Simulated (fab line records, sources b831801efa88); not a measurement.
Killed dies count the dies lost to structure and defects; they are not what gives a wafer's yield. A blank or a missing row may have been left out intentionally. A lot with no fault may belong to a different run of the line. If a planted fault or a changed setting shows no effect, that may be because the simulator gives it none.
What tool caused it? | flow sky130 | 24 lots, 72 wafers sampled, at 6 steps of a route of 708

== WHAT THE GAUGES SHOWED, per wafer ==
SKY_METAL2_OVL_MEAS_16. Usual: METAL2_OVL typically reads 6 nm, with standard deviation 5.9.
lot  | measured     | on         | METAL2_OVL (nm) | flag
L075 | day 35 07:32 | overlay-02 | 5 4 4           | 
L074 | day 35 10:16 | overlay-01 | 8 2 2           | 
L076 | day 35 21:20 | overlay-01 | 18 14 9         | 
L077 | day 36 04:02 | overlay-02 | 7 7 7           | 
L078 | day 37 08:44 | overlay-01 | 9 7 11          | 
L079 | day 37 10:35 | overlay-02 | 0 2 2           | 
L081 | day 37 10:56 | overlay-01 | 6 5 7           | 
L080 | day 37 12:10 | overlay-01 | 6 9 3           | 
L082 | day 37 17:32 | overlay-02 | 13 13 12        | 
L083 | day 38 02:32 | overlay-01 | 1 -3 -2         | 
L084 | day 38 10:17 | overlay-01 | -2 -5 -1        | 
L085 | day 38 16:56 | overlay-01 | 7 8 6           | 
L086 | day 39 00:38 | overlay-02 | 10 12 5         | 
L087 | day 39 12:08 | overlay-01 | 4 5 6           | 
L088 | day 39 16:24 | overlay-02 | -4 -4 -5        | 
L089 | day 39 20:35 | overlay-01 | 1 0 2           | 
L090 | day 40 04:59 | overlay-01 | 8 11 7          | 
L091 | day 40 06:08 | overlay-02 | 8 13 12         | 
L092 | day 40 09:33 | overlay-02 | 19 14 11        | 
L094 | day 41 08:47 | overlay-02 | -6 -2 -1        | 
L093 | day 41 10:20 | overlay-01 | 10 14 16        | 
L095 | day 41 12:54 | overlay-01 | -7 -5 -3        | 
L096 | day 41 18:17 | overlay-01 | 6 10 12         | 
L097 | day 42 01:07 | overlay-02 | 7 3 3           | 

SKY_VIA2_THK_MEAS_01. Usual: VIA2_HDPCVD_THK typically reads 1179 nm, with standard deviation 9.7.
lot  | measured     | on           | VIA2_HDPCVD_THK (nm) | flag
L075 | day 35 08:33 | filmMetro-01 | 1184 1182 1190       | 
L074 | day 35 11:14 | filmMetro-04 | 1190 1190 1182       | 
L076 | day 35 22:16 | filmMetro-03 | 1164 1187 1180       | 
L077 | day 36 04:58 | filmMetro-04 | 1177 1169 1166       | 
L078 | day 37 09:41 | filmMetro-04 | 1176 1190 1181       | 
L079 | day 37 11:37 | filmMetro-03 | 1176 1173 1174       | 
L081 | day 37 11:55 | filmMetro-01 | 1186 1173 1187       | 
L080 | day 37 13:20 | filmMetro-01 | 1177 1180 1180       | 
L082 | day 37 18:29 | filmMetro-04 | 1161 1169 1164       | 
L083 | day 38 03:29 | filmMetro-01 | 1177 1201 1179       | 
L084 | day 38 11:14 | filmMetro-01 | 1158 1183 1178       | 
L085 | day 38 17:53 | filmMetro-03 | 1171 1166 1183       | 
L086 | day 39 01:35 | filmMetro-04 | 1175 1176 1177       | 
L087 | day 39 13:05 | filmMetro-01 | 1193 1185 1188       | 
L088 | day 39 17:25 | filmMetro-03 | 1180 1183 1169       | 
L089 | day 39 21:34 | filmMetro-04 | 1197 1178 1186       | 
L090 | day 40 05:57 | filmMetro-03 | 1191 1187 1178       | 
L091 | day 40 07:04 | filmMetro-03 | 1149 1182 1181       | 
L092 | day 40 10:31 | filmMetro-04 | 1187 1195 1190       | 
L094 | day 41 09:43 | filmMetro-04 | 1180 1188 1176       | 
L093 | day 41 11:19 | filmMetro-04 | 1191 1185 1179       | 
L095 | day 41 13:51 | filmMetro-01 | 1170 1175 1174       | 
L096 | day 41 19:13 | filmMetro-03 | 1191 1189 1175       | 
L097 | day 42 02:08 | filmMetro-01 | 1170 1173 1174       | 

SKY_VIA4_THK_MEAS_01. Usual: VIA4_HDPCVD_THK typically reads 1748 nm, with standard deviation 17.
lot  | measured     | on           | VIA4_HDPCVD_THK (nm) | flag
L075 | day 41 22:39 | filmMetro-01 | 1760 1735 1754       | 
L074 | day 42 03:01 | filmMetro-03 | 1750 1752 1748       | 
L076 | day 42 12:06 | filmMetro-03 | 1705 1732 1722       | 
L077 | day 42 18:49 | filmMetro-04 | 1744 1745 1747       | 
L078 | day 43 20:50 | filmMetro-04 | 1767 1757 1766       | 
L079 | day 43 22:28 | filmMetro-03 | 1716 1713 1720       | 
L081 | day 43 21:56 | filmMetro-04 | 1752 1757 1762       | 
L080 | day 43 22:58 | filmMetro-04 | 1739 1731 1747       | 
L082 | day 44 03:55 | filmMetro-04 | 1730 1740 1758       | 
L083 | day 44 10:08 | filmMetro-04 | 1755 1742 1750       | 
L084 | day 44 16:28 | filmMetro-04 | 1768 1755 1744       | 
L085 | day 44 23:22 | filmMetro-01 | 1749 1735 1740       | 
L086 | day 45 03:08 | filmMetro-04 | 1729 1725 1728       | 
L087 | day 45 21:13 | filmMetro-01 | 1760 1758 1760       | 
L088 | day 45 22:01 | filmMetro-03 | 1757 1752 1774       | 
L089 | day 45 23:18 | filmMetro-04 | 1747 1738 1739       | 
L090 | day 46 04:19 | filmMetro-01 | 1756 1744 1755       | 
L091 | day 46 05:20 | filmMetro-03 | 1752 1740 1731       | 
L092 | day 46 08:54 | filmMetro-04 | 1729 1747 1730       | 
L094 | day 47 05:06 | filmMetro-04 | 1771 1777 1791       | 
L093 | day 47 06:58 | filmMetro-03 | 1729 1752 1725       | 
L095 | day 47 08:35 | filmMetro-01 | 1730 1757 1761       | 
L096 | day 47 17:23 | filmMetro-04 | 1766 1760 1751       | 
L097 | day 47 20:26 | filmMetro-01 | 1733 1740 1722       | 

== TOOL THAT RAN EACH LOT (tool first, then ch and the chambers of the sampled wafers, then the start) ==
lot  | SKY_METAL2_ETCH_18               | SKY_METAL3_ETCH_16               | SKY_METAL3_METAL_ETCH_18
L075 | rieMetal-04 ch 0, day 35 07:37   | rieMetal-01 ch 1, day 38 16:54   | rieMetal-04 ch 0,1, day 38 17:01
L074 | rieMetal-02 ch 1, day 35 10:20   | rieMetal-03 ch 0,1, day 38 19:26 | rieMetal-04 ch 1, day 38 19:34
L076 | rieMetal-04 ch 0,1, day 35 21:23 | rieMetal-01 ch 0,1, day 39 05:26 | rieMetal-03 ch 0,1, day 39 05:33
L077 | rieMetal-02 ch 0,1, day 36 04:06 | rieMetal-04 ch 0,1, day 39 12:49 | rieMetal-03 ch 0,1, day 39 12:56
L078 | rieMetal-01 ch 0,1, day 37 08:47 | rieMetal-01 ch 0,1, day 40 16:28 | rieMetal-03 ch 0,1, day 40 16:35
L079 | rieMetal-02 ch 0,1, day 37 10:40 | rieMetal-03 ch 0,1, day 40 17:49 | rieMetal-04 ch 0,1, day 40 17:57
L081 | rieMetal-01 ch 0,1, day 37 11:01 | rieMetal-03 ch 0,1, day 40 18:05 | rieMetal-01 ch 0,1, day 40 18:13
L080 | rieMetal-04 ch 0, day 37 12:16   | rieMetal-04 ch 0,1, day 40 18:53 | rieMetal-03 ch 0,1, day 40 19:01
L082 | rieMetal-01 ch 0,1, day 37 17:36 | rieMetal-01 ch 0,1, day 40 23:59 | rieMetal-04 ch 0,1, day 41 00:07
L083 | rieMetal-01 ch 0,1, day 38 02:36 | rieMetal-04 ch 0,1, day 41 08:12 | rieMetal-03 ch 0,1, day 41 08:19
L084 | rieMetal-02 ch 0,1, day 38 10:22 | rieMetal-04 ch 0,1, day 41 15:38 | rieMetal-03 ch 0,1, day 41 15:46
L085 | rieMetal-02 ch 0,1, day 38 17:01 | rieMetal-01 ch 0,1, day 41 22:26 | rieMetal-04 ch 0,1, day 41 22:34
L086 | rieMetal-01 ch 0,1, day 39 00:43 | rieMetal-04 ch 0,1, day 42 04:47 | rieMetal-03 ch 0,1, day 42 04:55
L087 | rieMetal-01 ch 0,1, day 39 12:13 | rieMetal-04 ch 0,1, day 42 16:40 | rieMetal-01 ch 0,1, day 42 16:47
L088 | rieMetal-02 ch 0,1, day 39 16:28 | rieMetal-03 ch 0, day 42 21:13   | rieMetal-04 ch 1, day 42 21:31
L089 | rieMetal-01 ch 0,1, day 39 20:40 | rieMetal-03 ch 0, day 43 01:06   | rieMetal-01 ch 0,1, day 43 01:23
L090 | rieMetal-02 ch 0,1, day 40 05:04 | rieMetal-04 ch 1, day 43 06:47   | rieMetal-01 ch 0,1, day 43 07:00
L091 | rieMetal-04 ch 0,1, day 40 06:12 | rieMetal-03 ch 0, day 43 07:40   | rieMetal-01 ch 0,1, day 43 07:53
L092 | rieMetal-04 ch 0,1, day 40 09:38 | rieMetal-04 ch 1, day 43 12:32   | rieMetal-03 ch 0,1, day 43 12:45
L094 | rieMetal-01 ch 0,1, day 41 08:51 | rieMetal-03 ch 0,1, day 44 09:44 | rieMetal-04 ch 0,1, day 44 09:50
L093 | rieMetal-02 ch 0,1, day 41 10:25 | rieMetal-01 ch 0,1, day 44 10:41 | rieMetal-03 ch 0,1, day 44 10:47
L095 | rieMetal-01 ch 0,1, day 41 12:59 | rieMetal-04 ch 0,1, day 44 13:02 | rieMetal-01 ch 0,1, day 44 13:10
L096 | rieMetal-04 ch 0,1, day 41 18:21 | rieMetal-03 ch 0,1, day 44 20:30 | rieMetal-04 ch 0,1, day 44 20:37
L097 | rieMetal-04 ch 0,1, day 42 01:11 | rieMetal-01 ch 0,1, day 45 00:11 | rieMetal-04 ch 0,1, day 45 00:19
- SKY_METAL2_ETCH_18: etches BARC in N2/H2, stops on SiO2, time 45.9 s, target depth 60 nm.
- SKY_METAL3_ETCH_16: etches BARC in N2/H2, stops on SiO2, time 88.2 s, target depth 60 nm.
- SKY_METAL3_METAL_ETCH_18: etches the open film in Cl2/BCl3, stops on SiO2, target depth 845 nm, time 183.1 s.

== WHAT THE TOOLS THEMSELVES READ (means of the sampled wafers that have a number; where no wafer has one, the mark that the record gives instead) ==
SKY_METAL2_ETCH_18. Usual: drypumpMotorCurrentA 5.8 A, standard deviation 0.54; n2FlowSccm 100.0 sccm, standard deviation 0.32; oesProductAu 0.854 a.u., standard deviation 0.0047; throttleValvePct 13.224 %, standard deviation 0.0088.
lot  | tool        | drypumpMotorCurrentA (A) | n2FlowSccm (sccm) | oesProductAu (a.u.) | throttleValvePct (%) | flag
L075 | rieMetal-04 | 6.5                      | 99.7              | 0.861               | 13.218               | 
L074 | rieMetal-02 | 6.0                      | 100.5             | 0.856               | 13.217               | 
L076 | rieMetal-04 | 5.8                      | 100.2             | 0.859               | 13.234               | 
L077 | rieMetal-02 | 5.9                      | 100.0             | 0.850               | 13.228               | 
L078 | rieMetal-01 | 5.8                      | 100.0             | 0.853               | 13.231               | 
L079 | rieMetal-02 | 5.9                      | 99.9              | 0.851               | 13.222               | 
L081 | rieMetal-01 | 5.5                      | 100.0             | 0.853               | 13.224               | 
L080 | rieMetal-04 | 6.4                      | 100.4             | 0.853               | 13.224               | 
L082 | rieMetal-01 | 5.8                      | 100.1             | 0.853               | 13.228               | 
L083 | rieMetal-01 | 5.8                      | 100.4             | 0.860               | 13.221               | 
L084 | rieMetal-02 | 6.0                      | 99.7              | 0.849               | 13.229               | 
L085 | rieMetal-02 | 5.9                      | 100.3             | 0.855               | 13.217               | 
L086 | rieMetal-01 | 5.8                      | 100.3             | 0.855               | 13.230               | 
L087 | rieMetal-01 | 5.5                      | 99.9              | 0.854               | 13.228               | 
L088 | rieMetal-02 | 5.9                      | 99.9              | 0.853               | 13.231               | 
L089 | rieMetal-01 | 5.5                      | 99.9              | 0.853               | 13.229               | 
L090 | rieMetal-02 | 6.0                      | 99.9              | 0.852               | 13.227               | 
L091 | rieMetal-04 | 5.9                      | 99.9              | 0.857               | 13.223               | 
L092 | rieMetal-04 | 5.3                      | 100.3             | 0.854               | 13.219               | 
L094 | rieMetal-01 | 5.5                      | 99.7              | 0.858               | 13.215               | 
L093 | rieMetal-02 | 6.0                      | 100.0             | 0.858               | 13.233               | 
L095 | rieMetal-01 | 5.5                      | 100.0             | 0.851               | 13.221               | 
L096 | rieMetal-04 | 5.3                      | 99.9              | 0.859               | 13.221               | 
L097 | rieMetal-04 | 5.3                      | 99.9              | 0.857               | 13.227               | 

SKY_METAL3_ETCH_16. Usual: drypumpMotorCurrentA 5.5 A, standard deviation 0.61; n2FlowSccm 100.0 sccm, standard deviation 0.3; oesProductAu 0.625 a.u., standard deviation 0.0049; throttleValvePct 13.205 %, standard deviation 0.0091.
lot  | tool        | drypumpMotorCurrentA (A) | n2FlowSccm (sccm) | oesProductAu (a.u.) | throttleValvePct (%) | flag
L075 | rieMetal-01 | 6.1                      | 100.3             | 0.629               | 13.196               | 
L074 | rieMetal-03 | 5.3                      | 100.2             | 0.626               | 13.208               | 
L076 | rieMetal-01 | 5.8                      | 100.2             | 0.630               | 13.197               | 
L077 | rieMetal-04 | 5.9                      | 100.0             | 0.626               | 13.191               | 
L078 | rieMetal-01 | 5.8                      | 99.8              | 0.626               | 13.197               | 
L079 | rieMetal-03 | 5.6                      | 100.1             | 0.627               | 13.203               | 
L081 | rieMetal-03 | 5.6                      | 99.9              | 0.628               | 13.200               | 
L080 | rieMetal-04 | 5.9                      | 100.0             | 0.629               | 13.206               | 
L082 | rieMetal-01 | 5.5                      | 100.0             | 0.623               | 13.210               | 
L083 | rieMetal-04 | 5.8                      | 100.2             | 0.627               | 13.201               | 
L084 | rieMetal-04 | 5.9                      | 99.8              | 0.624               | 13.212               | 
L085 | rieMetal-01 | 5.5                      | 99.9              | 0.625               | 13.203               | 
L086 | rieMetal-04 | 5.3                      | 99.6              | 0.625               | 13.209               | 
L087 | rieMetal-04 | 5.3                      | 99.7              | 0.620               | 13.199               | 
L088 | rieMetal-03 | 5.8                      | 100.2             | 0.627               | 13.201               | 
L089 | rieMetal-03 | 5.8                      | 100.0             | 0.618               | 13.205               | 
L090 | rieMetal-04 | 4.8                      | 99.8              | 0.625               | 13.202               | 
L091 | rieMetal-03 | 5.8                      | 99.9              | 0.626               | 13.213               | 
L092 | rieMetal-04 | 4.7                      | 100.2             | 0.619               | 13.207               | 
L094 | rieMetal-03 | 5.3                      | 99.7              | 0.622               | 13.214               | 
L093 | rieMetal-01 | 5.5                      | 99.7              | 0.627               | 13.212               | 
L095 | rieMetal-04 | 5.9                      | 100.1             | 0.626               | 13.214               | 
L096 | rieMetal-03 | 5.3                      | 100.0             | 0.625               | 13.201               | 
L097 | rieMetal-01 | 5.8                      | 100.1             | 0.625               | 13.206               | 

SKY_METAL3_METAL_ETCH_18. Usual: drypumpMotorCurrentA 5.5 A, standard deviation 0.61; oesProductAu 0.864 a.u., standard deviation 0.0056; throttleValvePct 22.265 %, standard deviation 0.0095.
lot  | tool        | drypumpMotorCurrentA (A) | oesProductAu (a.u.) | throttleValvePct (%) | flag
L075 | rieMetal-04 | 5.3                      | 0.866               | 22.266               | 
L074 | rieMetal-04 | 4.7                      | 0.861               | 22.260               | 
L076 | rieMetal-03 | 5.6                      | 0.862               | 22.260               | 
L077 | rieMetal-03 | 5.6                      | 0.860               | 22.259               | 
L078 | rieMetal-03 | 5.3                      | 0.868               | 22.257               | 
L079 | rieMetal-04 | 5.3                      | 0.870               | 22.263               | 
L081 | rieMetal-01 | 5.7                      | 0.870               | 22.259               | 
L080 | rieMetal-03 | 5.3                      | 0.863               | 22.262               | 
L082 | rieMetal-04 | 5.3                      | 0.858               | 22.265               | 
L083 | rieMetal-03 | 5.5                      | 0.866               | 22.264               | 
L084 | rieMetal-03 | 5.6                      | 0.863               | 22.258               | 
L085 | rieMetal-04 | 5.8                      | 0.865               | 22.270               | 
L086 | rieMetal-03 | 5.4                      | 0.862               | 22.271               | 
L087 | rieMetal-01 | 5.7                      | 0.869               | 22.264               | 
L088 | rieMetal-04 | 4.7                      | 0.866               | 22.266               | 
L089 | rieMetal-01 | 5.8                      | 0.861               | 22.258               | 
L090 | rieMetal-01 | 5.8                      | 0.867               | 22.272               | 
L091 | rieMetal-01 | 5.8                      | 0.864               | 22.271               | 
L092 | rieMetal-03 | 5.3                      | 0.859               | 22.267               | 
L094 | rieMetal-04 | 5.9                      | 0.863               | 22.271               | 
L093 | rieMetal-03 | 5.3                      | 0.860               | 22.259               | 
L095 | rieMetal-01 | 5.8                      | 0.874               | 22.267               | 
L096 | rieMetal-04 | 5.9                      | 0.865               | 22.262               | 
L097 | rieMetal-04 | 5.9                      | 0.865               | 22.269               | 

== THE ANSWER, worked out from the rows above alone ==
Rule: take the mean of a lot's wafers that have a number; if it is more than 3 standard deviations from the usual mean, the lot is off. Also off: a lot with no number at a reading for which 4 or more lots have one. The other lots that the step has rows for count as sound. First the gauges in route order, then the tools' own readings, where a lot's mean is used as printed above. At the first step where some lot is off, the reading lying furthest off is the one used; lots without a number count as furthest.
Across all readings shown, no lot is off: no conclusion can be drawn from this.

== WHAT HAD BEEN PUT IN BY THE SIMULATOR ==
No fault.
